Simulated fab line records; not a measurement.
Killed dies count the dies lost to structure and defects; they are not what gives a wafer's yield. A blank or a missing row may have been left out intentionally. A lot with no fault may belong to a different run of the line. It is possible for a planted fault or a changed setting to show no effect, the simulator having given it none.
fab line records + flow sky130
record
- lots=5
- wafers=15
- last_day=50
route steps=708 shown VIA2@519 METAL3@532 PAD_OPEN@708
lots that met no fault: taken from a fault-free run of the same line
start_h: start of the lot's first displayed wafer, in hours after the record's first day + wait_h: hours from the lot's prior step to this one + " repeats the value in the row above + L1.1+2: a single row standing in for several wafers + - no value, or no start was given + * or withheld: withheld + < > ~ a bound
route shown NAME@n: names a module that has steps shown in the file, with the first one's number in the route + usual: average and standard deviation across the fault-free wafers + same: alike in all rows + chamber/n: place in a boat + sites: readings site by site + _std_site: their standard deviation + _edge_site: inner sites' mean taken away from outer sites' mean + radius_mm: how far each site lies from the wafer's centre + mask NAME#n: copy n + behind: the tool/chamber that last shaped the wafer + hold: what put the lot on hold/how long, in hours/how the hold closed + device: names the non-switching transistor (n, p or np) + end of line: tests run on the same wafers once the route is complete + where a step has no rows: the recipe by itself + killed: the dies lost at the first sort to structure and to defects; this is not the yield of the wafer + map: the dies of a wafer, with x for killed, . for not killed, _ for no die there
set.NAME: the setting the step ran with; set.NAME@STEP: the setting that earlier step ran with + model.NAME: the simulator's own value behind a step, which no gauge read
certain route steps with their lots: each step a table, each wafer a row
services: a tool's chamber out of use, with start hour (start_h, from the record's first day; less than 0 if before it), hours out, and reason
## steps
# step SKY_VIA2_CD_MEAS_12
# recipe
- target_cd_nm=200
# usual
- cd_nm=200.0/1.5
| lot.wafer | tool      | chamber | start_h | wait_h | cd_nm |
|-----------|-----------|---------|---------|--------|-------|
| L798.1    | cd_sem-01 | -       | 843.57  | -      | 199.2 |
| L798.3    | "         | -       | "       | "      | 199.9 |
| L798.4    | "         | -       | "       | "      | 200.1 |
| L805.2    | cd_sem-01 | -       | 903.34  | -      | 201.9 |
| L805.3    | "         | -       | "       | "      | 202.3 |
| L805.6    | "         | -       | "       | "      | 203.8 |
| L808.3    | cd_sem-01 | -       | 919.10  | -      | 200.0 |
| L808.4    | "         | -       | "       | "      | 199.0 |
| L808.5    | "         | -       | "       | "      | 199.0 |
| L815.1    | cd_sem-01 | -       | 991.41  | -      | 198.2 |
| L815.3    | "         | -       | "       | "      | 197.8 |
| L815.4    | "         | -       | "       | "      | 198.6 |
| L818.1    | cd_sem-01 | -       | 992.45  | -      | 199.2 |
| L818.5    | "         | -       | "       | "      | 199.1 |
| L818.6    | "         | -       | "       | "      | 198.7 |
# step SKY_VIA2_OVL_MEAS_13
# usual
- VIA2_OVL=-1/4.8
| lot.wafer | tool       | chamber | start_h | wait_h | VIA2_OVL[nm] |
|-----------|------------|---------|---------|--------|--------------|
| L798.1    | overlay-02 | -       | 843.69  | 0.1    | -6           |
| L798.3    | "          | -       | "       | "      | -8           |
| L798.4    | "          | -       | "       | "      | -10          |
| L805.2    | overlay-02 | -       | 903.45  | 0.1    | -5           |
| L805.3    | "          | -       | "       | "      | -8           |
| L805.6    | "          | -       | "       | "      | -5           |
| L808.3    | overlay-02 | -       | 919.19  | 0.1    | -3           |
| L808.4    | "          | -       | "       | "      | -1           |
| L808.5    | "          | -       | "       | "      | -4           |
| L815.1    | overlay-01 | -       | 991.53  | 0.1    | -5           |
| L815.3    | "          | -       | "       | "      | -9           |
| L815.4    | "          | -       | "       | "      | -7           |
| L818.1    | overlay-02 | -       | 992.57  | 0.1    | -4           |
| L818.5    | "          | -       | "       | "      | 3            |
| L818.6    | "          | -       | "       | "      | -5           |
# step SKY_VIA2_ETCH_14
# recipe
- chemistry=N2/H2
- target=BARC
- ion_energy_ev=200
- source_w=500
- bias_w=100
- pressure_mtorr=30
- n2_flow_sccm=100
- h2_flow_sccm=200
- stop_on=SiO2
- time_s=45.9
- target_depth_a=600
# usual
- drypump_motor_current_A=5.7/0.53
- oes_product_au=0.857/0.0047
- throttle_valve_pct=13.224/0.0085
| lot.wafer | tool        | chamber | start_h | wait_h | drypump_motor_current_A | oes_product_au | rf_hours_counter_h | throttle_valve_pct |
|-----------|-------------|---------|---------|--------|-------------------------|----------------|--------------------|--------------------|
| L798.1    | rie_diel-04 | 2       | 843.73  | 0.0    | 5.4                     | 0.858          | 2                  | 13.233             |
| L798.3    | "           | 0       | "       | "      | 6.3                     | 0.856          | 17                 | 13.230             |
| L798.4    | "           | 3       | "       | "      | 4.8                     | 0.861          | 6                  | 13.224             |
| L805.2    | rie_diel-01 | 2       | 903.48  | 0.0    | 5.9                     | 0.859          | 15                 | 13.216             |
| L805.3    | "           | 3       | "       | "      | 5.7                     | 0.863          | 24                 | 13.227             |
| L805.6    | "           | 1       | "       | "      | 6.5                     | 0.853          | -                  | 13.228             |
| L808.3    | rie_diel-01 | 2       | 919.22  | 0.0    | 5.9                     | 0.846          | 15                 | 13.231             |
| L808.4    | "           | 1       | "       | "      | 6.5                     | 0.851          | 12                 | 13.218             |
| L808.5    | "           | 3       | "       | "      | 5.7                     | 0.851          | -                  | 13.231             |
| L815.1    | rie_diel-02 | 1       | 991.57  | 0.0    | 6.2                     | 0.854          | 11                 | 13.228             |
| L815.3    | "           | 2       | "       | "      | 5.8                     | 0.858          | 13                 | 13.234             |
| L815.4    | "           | 3       | "       | "      | 5.6                     | 0.849          | 21                 | 13.217             |
| L818.1    | rie_diel-01 | 0       | 992.60  | 0.0    | 5.0                     | 0.857          | 24                 | 13.222             |
| L818.5    | "           | 2       | "       | "      | 5.9                     | 0.859          | -                  | 13.223             |
| L818.6    | "           | 3       | "       | "      | 5.8                     | 0.853          | -                  | 13.222             |
# step SKY_VIA2_ETCH_15
# recipe
- target=SiO2
- chemistry=C4F8/O2/Ar
- target_depth_nm=546
- stop_on=TiN
- mask_material=KrF-thick
- source_w=1500
- bias_w=1200
- pressure_mtorr=40
- c4f8_flow_sccm=withheld
- O2_flow_sccm=6
- Ar_flow_sccm=300
- time_s=84
# step SKY_VIA2_STRIP_16
# recipe
- chemistry=O2/N2
- power_w=1400
- pressure_mtorr=1500
- platen_temp_c=withheld
- o2_flow_sccm=3000
- n2_flow_sccm=300
- overash_fraction=0.5
# usual
- drypump_motor_current_A=5.8/0.5
- oes_product_au=0.399/0.0044
- strip_time_to_endpoint_s=4.066/0.019
| lot.wafer | tool            | chamber | start_h | wait_h | drypump_motor_current_A | oes_product_au | rf_hours_counter_h | strip_time_to_endpoint_s |
|-----------|-----------------|---------|---------|--------|-------------------------|----------------|--------------------|--------------------------|
| L798.1    | plasma_asher-02 | 1       | 843.83  | 0.0    | 5.8                     | 0.409          | 10                 | 4.065                    |
| L798.3    | "               | 1       | "       | "      | 5.8                     | 0.403          | -                  | 4.028                    |
| L798.4    | "               | 0       | "       | "      | 6.0                     | 0.402          | -                  | 4.042                    |
| L805.2    | plasma_asher-04 | 1       | 903.59  | 0.0    | 5.7                     | 0.403          | 43                 | 4.078                    |
| L805.3    | "               | 1       | "       | "      | 5.7                     | 0.395          | -                  | 4.086                    |
| L805.6    | "               | 0       | "       | "      | 5.4                     | 0.394          | -                  | 4.049                    |
| L808.3    | plasma_asher-01 | 0       | 919.35  | 0.1    | 6.6                     | 0.401          | -                  | 4.070                    |
| L808.4    | "               | 1       | "       | "      | 5.3                     | 0.403          | -                  | 4.046                    |
| L808.5    | "               | 1       | "       | "      | 5.3                     | 0.409          | -                  | 4.063                    |
| L815.1    | plasma_asher-01 | 1       | 991.67  | 0.0    | 5.3                     | 0.396          | 121                | 4.100                    |
| L815.3    | "               | 1       | "       | "      | 5.3                     | 0.402          | -                  | 4.079                    |
| L815.4    | "               | 0       | "       | "      | 6.6                     | 0.397          | -                  | 4.086                    |
| L818.1    | plasma_asher-01 | 0       | 992.71  | 0.0    | 6.6                     | 0.403          | 121                | 4.084                    |
| L818.5    | "               | 1       | "       | "      | 5.3                     | 0.404          | -                  | 4.054                    |
| L818.6    | "               | 0       | "       | "      | 6.5                     | 0.405          | -                  | 4.043                    |
# step SKY_VIA2_STRIP_17
# recipe
- chemistry=post_etch_residue_remover
- time_s=1200
- temp_c=72.5
# step SKY_VIA2_CLEAN_18
# recipe
- chemistry=IPA
- time_s=180
- temp_c=25
# step SKY_VIA2_CLEAN_19
# recipe
- chemistry=O3/DIW
- dry=n2_spin
# step SKY_VIA2_SPUTTER_20
# recipe
- material=TiN
- target_thk_nm=20
- chamber_pressure_pa=5
- power_w=4000
- time_s=80
# usual
- throttle_valve_pct=30.9/1.3
| lot.wafer | tool           | chamber | start_h | wait_h | throttle_valve_pct |
|-----------|----------------|---------|---------|--------|--------------------|
| L798.1    | pvd_sputter-04 | -       | 844.47  | 0.0    | 31.2               |
| L798.3    | "              | -       | "       | "      | 33.3               |
| L798.4    | "              | -       | "       | "      | 31.0               |
| L805.2    | pvd_sputter-03 | -       | 904.18  | 0.0    | 29.5               |
| L805.3    | "              | -       | "       | "      | 30.0               |
| L805.6    | "              | -       | "       | "      | 31.8               |
| L808.3    | pvd_sputter-04 | -       | 919.95  | 0.0    | 33.5               |
| L808.4    | "              | -       | "       | "      | 31.3               |
| L808.5    | "              | -       | "       | "      | 31.3               |
| L815.1    | pvd_sputter-02 | -       | 992.27  | 0.0    | 31.7               |
| L815.3    | "              | -       | "       | "      | 31.0               |
| L815.4    | "              | -       | "       | "      | 29.8               |
| L818.1    | pvd_sputter-03 | -       | 993.33  | 0.0    | 29.3               |
| L818.5    | "              | -       | "       | "      | 29.2               |
| L818.6    | "              | -       | "       | "      | 29.8               |
# step SKY_VIA2_CVD_21
# recipe
- material=W
- target_thk_nm=420
- time_s=126.4
- temp_c=400
- pressure_torr=40
# usual
- heater_power_outer_w=532/51
- heater_power_w=849/46
| lot.wafer | tool     | chamber | start_h | wait_h | heater_power_outer_w | heater_power_w |
|-----------|----------|---------|---------|--------|----------------------|----------------|
| L798.1    | cvd_w-02 | 1       | 844.53  | 0.0    | 506                  | 842            |
| L798.3    | "        | 0       | "       | "      | 580                  | 873            |
| L798.4    | "        | 1       | "       | "      | 524                  | 841            |
| L805.2    | cvd_w-02 | 0       | 904.28  | 0.1    | 559                  | 910            |
| L805.3    | "        | 0       | "       | "      | 577                  | 909            |
| L805.6    | "        | 0       | "       | "      | 572                  | 914            |
| L808.3    | cvd_w-01 | 0       | 920.06  | 0.1    | 561                  | 839            |
| L808.4    | "        | 1       | "       | "      | 441                  | 761            |
| L808.5    | "        | 1       | "       | "      | 427                  | 761            |
| L815.1    | cvd_w-01 | 1       | 992.33  | 0.0    | 438                  | 753            |
| L815.3    | "        | 1       | "       | "      | 439                  | 775            |
| L815.4    | "        | 0       | "       | "      | 569                  | 871            |
| L818.1    | cvd_w-02 | 1       | 993.39  | 0.0    | 524                  | 838            |
| L818.5    | "        | 0       | "       | "      | 586                  | 885            |
| L818.6    | "        | 1       | "       | "      | 524                  | 868            |
# step SKY_VIA2_RS_MEAS_22
# recipe
- thk_meas_gauge=four-point-probe
- reads=W_of_VIA2_CVD_21+TiN_of_VIA2_SPUTTER_20
# usual
- VIA2_W_RS=0.2748/0.0027
| lot.wafer | tool          | chamber | start_h | wait_h | VIA2_W_RS[ohm/sq] |
|-----------|---------------|---------|---------|--------|-------------------|
| L798.1    | film_metro-02 | -       | 844.66  | 0.1    | 0.2759            |
| L798.3    | "             | -       | "       | "      | 0.2723            |
| L798.4    | "             | -       | "       | "      | 0.2757            |
| L805.2    | film_metro-02 | -       | 904.52  | 0.2    | 0.2763            |
| L805.3    | "             | -       | "       | "      | 0.2764            |
| L805.6    | "             | -       | "       | "      | 0.2773            |
| L808.3    | film_metro-04 | -       | 920.18  | 0.1    | 0.2755            |
| L808.4    | "             | -       | "       | "      | 0.2699            |
| L808.5    | "             | -       | "       | "      | 0.2737            |
| L815.1    | film_metro-04 | -       | 992.46  | 0.1    | 0.2700            |
| L815.3    | "             | -       | "       | "      | 0.2742            |
| L815.4    | "             | -       | "       | "      | 0.2728            |
| L818.1    | film_metro-04 | -       | 993.52  | 0.1    | 0.2755            |
| L818.5    | "             | -       | "       | "      | 0.2728            |
| L818.6    | "             | -       | "       | "      | 0.2744            |
# step SKY_VIA2_THK_MEAS_23
# recipe
- thk_meas_gauge=xrf
- reads=W_of_VIA2_CVD_21
# usual
- VIA2_W_THK=431/7.2
| lot.wafer | tool          | chamber | start_h | wait_h | VIA2_W_THK[nm] |
|-----------|---------------|---------|---------|--------|----------------|
| L798.1    | film_metro-02 | -       | 844.78  | 0.1    | 419            |
| L798.3    | "             | -       | "       | "      | 423            |
| L798.4    | "             | -       | "       | "      | 419            |
| L805.2    | film_metro-02 | -       | 904.63  | 0.1    | 425            |
| L805.3    | "             | -       | "       | "      | 425            |
| L805.6    | "             | -       | "       | "      | 424            |
| L808.3    | film_metro-04 | -       | 920.28  | 0.1    | 428            |
| L808.4    | "             | -       | "       | "      | 436            |
| L808.5    | "             | -       | "       | "      | 429            |
| L815.1    | film_metro-04 | -       | 992.58  | 0.1    | 439            |
| L815.3    | "             | -       | "       | "      | 428            |
| L815.4    | "             | -       | "       | "      | 432            |
| L818.1    | film_metro-04 | -       | 993.64  | 0.1    | 424            |
| L818.5    | "             | -       | "       | "      | 429            |
| L818.6    | "             | -       | "       | "      | 428            |
# step SKY_VIA2_CMP_24
# recipe
- stop_on=SiO2
- t_overpolish_s=20
- down_force_psi=3.5
- platen_rpm=60
- target_thk_nm=0
- pad_velocity_m_s=0.94248
# usual
- motor_current_A=11.3/1.1
- overpolish_run_s=20.002/0.009
- platen_rpm=60.00/0.044
- slurry_flow_ml_min=150.0/0.51
- t_overpolish_s=20/0
- time_to_endpoint_s=100/3.5
| lot.wafer | tool   | chamber | start_h | wait_h | motor_current_A | overpolish_run_s | platen_rpm | slurry_flow_ml_min | t_overpolish_s | time_to_endpoint_s |
|-----------|--------|---------|---------|--------|-----------------|------------------|------------|--------------------|----------------|--------------------|
| L798.4    | cmp-02 | 1       | 844.89  | 0.1    | 12.0            | 19.992           | 59.92      | 149.5              | 20             | 97                 |
| L798.3    | "      | 2       | "       | "      | 10.6            | 19.993           | 59.95      | 150.4              | 20             | 102                |
| L798.1    | "      | 3       | "       | "      | 13.0            | 19.987           | 59.95      | 150.0              | 20             | 97                 |
| L805.3    | cmp-01 | 0       | 904.73  | 0.1    | 12.8            | 19.995           | 60.01      | 149.9              | 20             | 101                |
| L805.2    | "      | 1       | "       | "      | 11.5            | 19.987           | 60.05      | 150.0              | 20             | 103                |
| L805.6    | "      | 3       | "       | "      | 10.8            | 20.004           | 60.02      | 149.7              | 20             | 97                 |
| L808.3    | cmp-01 | 0       | 920.32  | 0.0    | 12.4            | 22.235           | 60.00      | 149.9              | 22.242         | 97                 |
| L808.4    | "      | 1       | "       | "      | 11.8            | 20.002           | 60.02      | 149.2              | 20             | 99                 |
| L808.5    | "      | 1       | "       | "      | 11.9            | 20.011           | 59.99      | 149.3              | 20             | 97                 |
| L815.4    | cmp-01 | 2       | 992.69  | 0.1    | 9.6             | 20.013           | 60.01      | 150.5              | 20             | 98                 |
| L815.1    | "      | 3       | "       | "      | 11.2            | 19.996           | 60.01      | 150.9              | 20             | 104                |
| L815.3    | "      | 0       | "       | "      | 12.8            | 20.007           | 59.94      | 150.5              | 20             | 105                |
| L818.1    | cmp-01 | 3       | 993.75  | 0.1    | 11.3            | 20.006           | 59.94      | 150.3              | 20             | 101                |
| L818.6    | "      | 2       | "       | "      | 9.1             | 20.012           | 60.07      | 150.0              | 20             | 103                |
| L818.5    | "      | 3       | "       | "      | 11.0            | 20.002           | 60.03      | 149.7              | 20             | 103                |
# step SKY_METAL3_SPUTTER_00
# recipe
- material=Ti
- target_thk_nm=15
- power_w=3000
- time_s=10
- chamber_pressure_pa=0.4
# usual
- throttle_valve_pct=30.5/1.4
| lot.wafer | tool           | chamber | start_h | wait_h | throttle_valve_pct |
|-----------|----------------|---------|---------|--------|--------------------|
| L798.1    | pvd_sputter-03 | -       | 845.14  | 0.1    | 29.0               |
| L798.3    | "              | -       | "       | "      | 29.2               |
| L798.4    | "              | -       | "       | "      | 31.8               |
| L805.2    | pvd_sputter-03 | -       | 904.98  | 0.1    | 31.9               |
| L805.3    | "              | -       | "       | "      | 29.8               |
| L805.6    | "              | -       | "       | "      | 30.0               |
| L808.3    | pvd_sputter-01 | -       | 920.62  | 0.2    | 29.9               |
| L808.4    | "              | -       | "       | "      | 29.1               |
| L808.5    | "              | -       | "       | "      | 29.4               |
| L815.1    | pvd_sputter-03 | -       | 992.94  | 0.1    | 31.9               |
| L815.3    | "              | -       | "       | "      | 30.0               |
| L815.4    | "              | -       | "       | "      | 28.8               |
| L818.1    | pvd_sputter-03 | -       | 994.00  | 0.2    | 29.2               |
| L818.5    | "              | -       | "       | "      | 29.9               |
| L818.6    | "              | -       | "       | "      | 28.9               |
# step SKY_PAD_OPEN_PROBE_99
# usual
- defect_limited_yield=82.3/2
- killed_at_M0_to_M3=44/7.9
- killed_at_M4_up=3.1/1.9
- killed_at_contacts=24/4.6
- killed_at_front_end=16/4.9
- killed_at_other=0.3/0.6
- killed_dies=87/9.7
- killed_open=48/7.2
- killed_short=39/5.6
- sort_bin_3_pad_short=0.8/0.47
- sort_bin_5_function=10.4/1.5
- sort_bin_6_memory=6.5/1.1
- sort_n_pass=405/9.7
- sort_yield_pct=82.3/2
# same
- gross_dies=492
- killed_at_back_side=0
- sort_bin_4_leakage[%]=0
- sort_bin_8_speed[%]=0
| lot.wafer | tool      | chamber | start_h | wait_h | defect_limited_yield[%] | killed_at_M0_to_M3 | killed_at_M4_up | killed_at_contacts | killed_at_front_end | killed_at_other | killed_dies | killed_open | killed_short | sort_bin_3_pad_short[%] | sort_bin_5_function[%] | sort_bin_6_memory[%] | sort_n_pass | sort_yield_pct[%] |
|-----------|-----------|---------|---------|--------|-------------------------|--------------------|-----------------|--------------------|---------------------|-----------------|-------------|-------------|--------------|-------------------------|------------------------|----------------------|-------------|-------------------|
| L798.1    | prober-02 | -       | 1070.39 | 0.1    | 79.5                    | 50                 | 1               | 26                 | 24                  | 0               | 101         | 65          | 35           | 1.0                     | 11.8                   | 7.7                  | 391         | 79.5              |
| L798.3    | prober-02 | -       | 1070.49 | 0.2    | 77.4                    | 54                 | 8               | 24                 | 25                  | 0               | 111         | 68          | 43           | 1.8                     | 11.8                   | 8.9                  | 381         | 77.4              |
| L798.4    | prober-02 | -       | 1070.54 | 0.2    | 82.1                    | 43                 | 2               | 29                 | 14                  | 0               | 88          | 55          | 33           | 0.6                     | 10.2                   | 7.1                  | 404         | 82.1              |
| L805.2    | prober-02 | -       | 1117.49 | 0.1    | 84.6                    | 34                 | 0               | 25                 | 17                  | 0               | 76          | 40          | 35           | 0.6                     | 9.1                    | 5.7                  | 416         | 84.6              |
| L805.3    | prober-02 | -       | 1117.54 | 0.2    | 82.9                    | 46                 | 4               | 23                 | 11                  | 0               | 84          | 47          | 37           | 0.6                     | 10.0                   | 6.5                  | 408         | 82.9              |
| L805.6    | prober-02 | -       | 1117.69 | 0.2    | 81.1                    | 50                 | 5               | 22                 | 14                  | 2               | 93          | 56          | 34           | 1.0                     | 11.2                   | 6.7                  | 399         | 81.1              |
| L808.3    | prober-02 | -       | 1131.81 | 0.2    | 81.5                    | 50                 | 2               | 22                 | 17                  | 0               | 91          | 43          | 48           | 1.4                     | 12.0                   | 5.1                  | 401         | 81.5              |
| L808.4    | prober-02 | -       | 1131.86 | 0.2    | 82.3                    | 53                 | 1               | 15                 | 17                  | 1               | 87          | 47          | 40           | 0.8                     | 11.0                   | 5.9                  | 405         | 82.3              |
| L808.5    | prober-02 | -       | 1131.91 | 0.2    | 80.9                    | 48                 | 3               | 21                 | 22                  | 0               | 94          | 51          | 43           | 1.0                     | 11.2                   | 6.9                  | 398         | 80.9              |
| L818.1    | prober-01 | -       | 1189.50 | 0.1    | 83.1                    | 49                 | 1               | 25                 | 8                   | 0               | 83          | 44          | 38           | 0.4                     | 11.6                   | 4.9                  | 409         | 83.1              |
| L818.5    | prober-01 | -       | 1189.70 | 0.2    | 86.6                    | 42                 | 3               | 16                 | 5                   | 0               | 66          | 39          | 27           | 0                       | 8.7                    | 4.7                  | 426         | 86.6              |
| L818.6    | prober-01 | -       | 1189.75 | 0.2    | 84.3                    | 43                 | 2               | 23                 | 9                   | 0               | 77          | 41          | 35           | 1.0                     | 8.5                    | 6.1                  | 415         | 84.3              |
| L815.1    | prober-02 | -       | 1190.73 | 0.1    | 84.1                    | 40                 | 3               | 22                 | 13                  | 0               | 78          | 40          | 38           | 0.8                     | 10.6                   | 4.5                  | 414         | 84.1              |
| L815.3    | prober-02 | -       | 1190.83 | 0.2    | 82.5                    | 38                 | 7               | 23                 | 18                  | 0               | 86          | 46          | 39           | 1.2                     | 9.1                    | 7.1                  | 406         | 82.5              |
| L815.4    | prober-02 | -       | 1190.88 | 0.2    | 81.7                    | 44                 | 4               | 28                 | 13                  | 1               | 90          | 56          | 33           | 0.6                     | 10.8                   | 6.9                  | 402         | 81.7              |
# killed by level:class
L798.1 VIA1:geometric_particle:open=16 CONTACT:geometric_particle:open=12 POLY_GATE:geometric_particle:open=9 VIA3:geometric_particle:open=9 LI_CONTACT:geometric_particle:open=7 VIA1:geometric_particle:short=6 POLY_GATE:geometric_particle:short=4 CONTACT:geometric_particle:short=4
L798.3 VIA1:geometric_particle:open=15 CONTACT:geometric_particle:open=12 VIA3:geometric_particle:open=9 VIA2:geometric_particle:open=8 POLY_GATE:geometric_particle:short=7 FIELD_ISO:geometric_particle:open=5 METAL1:geometric_particle:short=5 VIA2:geometric_particle:short=5
L798.4 VIA1:geometric_particle:open=16 LI_CONTACT:geometric_particle:open=13 VIA2:geometric_particle:open=7 VIA3:geometric_particle:open=6 FIELD_ISO:geometric_particle:short=5 LOCAL_INTERCONNECT:geometric_particle:short=5 CONTACT:geometric_particle:short=5 FIELD_ISO:geometric_particle:open=4
L805.2 CONTACT:geometric_particle:open=7 CONTACT:geometric_particle:short=7 VIA1:geometric_particle:open=7 VIA2:geometric_particle:open=6 METAL1:geometric_particle:short=6 LI_CONTACT:geometric_particle:open=4 LOCAL_INTERCONNECT:geometric_particle:short=4 VIA3:geometric_particle:open=3
L805.3 CONTACT:geometric_particle:open=11 VIA3:geometric_particle:open=7 VIA1:geometric_particle:open=7 VIA2:geometric_particle:open=6 POLY_GATE:geometric_particle:open=5 METAL1:geometric_particle:short=5 METAL2:geometric_particle:short=5 LI_CONTACT:geometric_particle:open=4
L805.6 LI_CONTACT:geometric_particle:open=10 VIA1:geometric_particle:open=10 VIA2:geometric_particle:open=9 VIA3:geometric_particle:open=8 METAL2:geometric_particle:short=7 FIELD_ISO:geometric_particle:open=4 CONTACT:geometric_particle:open=4 CONTACT:geometric_particle:short=4
L808.3 VIA1:geometric_particle:open=11 VIA1:geometric_particle:short=10 LI_CONTACT:geometric_particle:open=9 METAL2:geometric_particle:short=8 POLY_GATE:geometric_particle:open=6 LI_CONTACT:geometric_particle:short=5 POLY_GATE:geometric_particle:short=4 CONTACT:geometric_particle:open=4
L808.4 VIA1:geometric_particle:open=13 VIA2:geometric_particle:open=9 METAL1:geometric_particle:short=8 POLY_GATE:geometric_particle:open=6 CONTACT:geometric_particle:open=6 FIELD_ISO:geometric_particle:open=5 CONTACT:geometric_particle:short=5 VIA2:geometric_particle:short=5
L808.5 VIA1:geometric_particle:open=12 VIA2:geometric_particle:open=9 METAL1:geometric_particle:short=8 FIELD_ISO:geometric_particle:open=6 CONTACT:geometric_particle:open=6 LI_CONTACT:geometric_particle:open=6 VIA1:geometric_particle:short=6 FIELD_ISO:geometric_particle:short=5
L818.1 VIA1:geometric_particle:open=17 VIA1:geometric_particle:short=11 CONTACT:geometric_particle:open=9 VIA2:geometric_particle:open=7 LI_CONTACT:geometric_particle:open=5 CONTACT:geometric_particle:short=5 LI_CONTACT:geometric_particle:short=4 FIELD_ISO:geometric_particle:short=3
L818.5 VIA1:geometric_particle:open=11 VIA2:geometric_particle:open=10 VIA1:geometric_particle:short=5 LI_CONTACT:geometric_particle:short=4 LI_CONTACT:geometric_particle:open=4 METAL1:geometric_particle:short=4 VIA3:geometric_particle:open=4 CONTACT:geometric_particle:open=3
L818.6 VIA1:geometric_particle:open=12 VIA2:geometric_particle:open=10 LOCAL_INTERCONNECT:geometric_particle:short=6 LI_CONTACT:geometric_particle:open=5 CONTACT:geometric_particle:short=5 VIA2:geometric_particle:short=5 LI_CONTACT:geometric_particle:short=4 VIA1:geometric_particle:short=4
L815.1 VIA1:geometric_particle:open=9 POLY_GATE:geometric_particle:short=7 CONTACT:geometric_particle:open=7 LI_CONTACT:geometric_particle:open=6 VIA1:geometric_particle:short=6 VIA2:geometric_particle:open=6 CONTACT:geometric_particle:short=4 METAL1:geometric_particle:short=4
L815.3 VIA1:geometric_particle:open=12 VIA3:geometric_particle:open=7 POLY_GATE:geometric_particle:open=6 LI_CONTACT:geometric_particle:open=6 CONTACT:geometric_particle:short=6 METAL4:geometric_particle:short=4 POLY_GATE:geometric_particle:short=4 LOCAL_INTERCONNECT:geometric_particle:short=4
L815.4 CONTACT:geometric_particle:open=12 LI_CONTACT:geometric_particle:open=10 VIA1:geometric_particle:open=10 METAL1:geometric_particle:short=6 VIA3:geometric_particle:open=5 POLY_GATE:geometric_particle:open=4 METAL2:geometric_particle:short=4 METAL1:geometric_particle:open=4
## services
| tool            | chamber | start_h | hours | kind   |
|-----------------|---------|---------|-------|--------|
| pvd_sputter-03  | -       | 823.99  | 1.6   | repair |
| pvd_sputter-01  | -       | 827.70  | 2.4   | repair |
| rie_diel-04     | 2       | 832.78  | 9.3   | repair |
| cmp-01          | -       | 839.57  | 1.1   | repair |
| cmp-01          | -       | 840.69  | 5.2   | pm     |
| pvd_sputter-02  | -       | 844.38  | 9.1   | repair |
| rie_diel-04     | 0       | 869.94  | 2.4   | repair |
| rie_diel-01     | 2       | 873.90  | 7.5   | repair |
| cvd_w-02        | -       | 891.89  | 2.8   | pm     |
| cvd_w-02        | 1       | 903.26  | 3.3   | repair |
| cvd_w-01        | -       | 904.00  | 14.0  | pm     |
| cmp-01          | -       | 912.17  | 4.0   | pm     |
| plasma_asher-01 | -       | 920.30  | 2.3   | repair |
| cmp-01          | -       | 921.82  | 3.0   | repair |
| cvd_w-01        | -       | 925.15  | 14.6  | pm     |
| cmp-01          | -       | 937.85  | 4.6   | repair |
| pvd_sputter-03  | -       | 938.09  | 2.0   | repair |
| cmp-01          | -       | 944.60  | 2.8   | repair |
| rie_diel-01     | 0       | 947.13  | 16.0  | repair |
| cmp-01          | -       | 947.39  | 0.7   | repair |
| cvd_w-01        | 1       | 958.93  | 3.2   | repair |
| cmp-01          | -       | 964.64  | 3.0   | repair |
| cmp-01          | -       | 973.36  | 2.5   | repair |
| cvd_w-01        | -       | 983.83  | 2.6   | repair |
## key
first_sign
- step=SKY_VIA2_CMP_24
- reading=t_overpolish_s
- direction=up
- sigmas=99+
- usual=20
- struck=22.242
effect
- step=SKY_VIA2_CMP_24
- reading=overpolish_run_s
- direction=up
- sigmas=99+
- usual=20.002
- struck=22.235
met_at SKY_VIA2_CMP_24
struck_wafers L808.3
onset_between 904.73 920.32
fault
- kind=process_parameter_drift
- tool=cmp-01
- chamber=0
- onset_h=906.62
- steps=SKY_VIA2_CMP_24
- channel=t_overpolish_s
- offset=2.2421
- shape=step
- end_h=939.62
- acts_in=these_recipes_only
- stated=20
